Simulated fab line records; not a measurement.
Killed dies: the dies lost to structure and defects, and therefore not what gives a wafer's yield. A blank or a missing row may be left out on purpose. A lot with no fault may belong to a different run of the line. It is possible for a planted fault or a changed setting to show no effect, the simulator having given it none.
What tool caused it? | flow sky130 | at 1 step of a route of 708, 7 lots with 21 wafers sampled

## WHAT THE GAUGES READ, wafer by wafer
SKY_VT_ADJUST_HVTP_OVL_MEAS_08.
lot  | measured     | on         | VT_ADJUST_HVTP_OVL (nm)
L607 | day 6 12:26  | overlay-01 | 1.6 -1.2 1.1
L610 | day 7 04:25  | overlay-02 | 1.7 1.3 0.6
L613 | day 7 21:20  | overlay-02 | -2.5 -0.3 -1.5
L615 | day 8 13:19  | overlay-01 | -1.8 -1.4 -2.1
L622 | day 10 08:46 | overlay-01 | -0.6 -1.5 -1.5
L626 | day 11 13:09 | overlay-02 | 2.5 1.9 2.3
L628 | day 12 07:24 | overlay-01 | -2.3 -1.3 -0.8

## WHAT TOOL EACH LOT RAN ON (gives the tool, then ch and the chambers of the sampled wafers, and finally the start)
Before these readings, the record contains no process step.

## THE ANSWER, worked out from the rows above alone
Rule: what is usual is taken from the lots themselves. The widest of any qualifying gaps counts: lots, ordered by their means at a reading, are off when they make up no more than a third of the lots, leave a main group of 4 or more, and stand apart from it by 3 or more times the standard deviation of that group's means. A main group whose means are all the same, to the digits that the tables above print for the reading, isn't used. Also off: a lot with no number at a reading for which 4 or more lots have one. All remaining lots with rows at the step are treated as sound.
None of the lots is off at any reading shown; this tells nothing.

## WHAT THE SIMULATOR HAD INSERTED
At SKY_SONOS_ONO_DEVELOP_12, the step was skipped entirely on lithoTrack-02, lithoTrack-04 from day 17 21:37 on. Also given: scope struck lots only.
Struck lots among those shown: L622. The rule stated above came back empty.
